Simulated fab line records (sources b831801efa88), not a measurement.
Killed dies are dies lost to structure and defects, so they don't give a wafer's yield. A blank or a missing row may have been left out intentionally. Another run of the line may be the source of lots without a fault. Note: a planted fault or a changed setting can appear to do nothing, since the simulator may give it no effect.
The tool behind it: which one?    flow sfqLine    route of 325 steps, sampled at 1 step: 14 lots, 42 wafers

## WHAT EACH GAUGE READ, for each wafer
SFQ_M0_OVL_MEAS_906. Usual: M0_OVL gives 1 nm (standard deviation 4.7).
lot   measured      on          M0_OVL (nm)  flag
L570  day 8 11:40   overlay-01  -3 0 -7      
L571  day 8 15:16   overlay-01  -4 -3 -1     
L573  day 8 20:14   overlay-02  -1 -3 -10    
L574  day 9 02:04   overlay-01  -3 -2 1      
L579  day 9 22:35   overlay-02  -2 9 5       
L580  day 9 23:46   overlay-02  1 3 -4       
L582  day 10 16:07  overlay-02  -5 -3 -13    
L585  day 11 09:14  overlay-01  1 -1 -3      
L586  day 11 18:56  overlay-01  1 3 -2       
L587  day 12 08:41  overlay-02  -1 4 3       
L589  day 12 21:06  overlay-02  -1 2 3       
L591  day 17 08:11  overlay-02  2 3 -1       
L592  day 17 10:34  overlay-02  -6 4 1       
L593  day 17 14:11  overlay-01  1 1 7        

## WHICH TOOL RAN EACH LOT (tool, then ch and the chambers of the sampled wafers, then the start)
The record holds no process step before these readings.

## AS READ BY THE TOOLS THEMSELVES (means over the sampled wafers that have a number; for cases with no such wafer, the mark the record gives instead)
The record holds no such reading with a usual standard deviation.

## THE ANSWER, worked out from the rows above alone
Rule: take the mean of a lot's wafers that have a number; if it is more than 3 standard deviations from the usual mean, the lot is off. Also off: a lot with no number at a reading for which 4 or more lots have one. All remaining lots with rows at the step are treated as sound. Order of review: gauges by route order, followed by the tools' own readings, for which a lot's mean as printed above is used. At the first step where some lot is off, the reading lying furthest off is the one used; lots without a number count as furthest.
No lot is off at any reading shown: from this, nothing can be told.

## WHAT THE SIMULATOR PUT IN
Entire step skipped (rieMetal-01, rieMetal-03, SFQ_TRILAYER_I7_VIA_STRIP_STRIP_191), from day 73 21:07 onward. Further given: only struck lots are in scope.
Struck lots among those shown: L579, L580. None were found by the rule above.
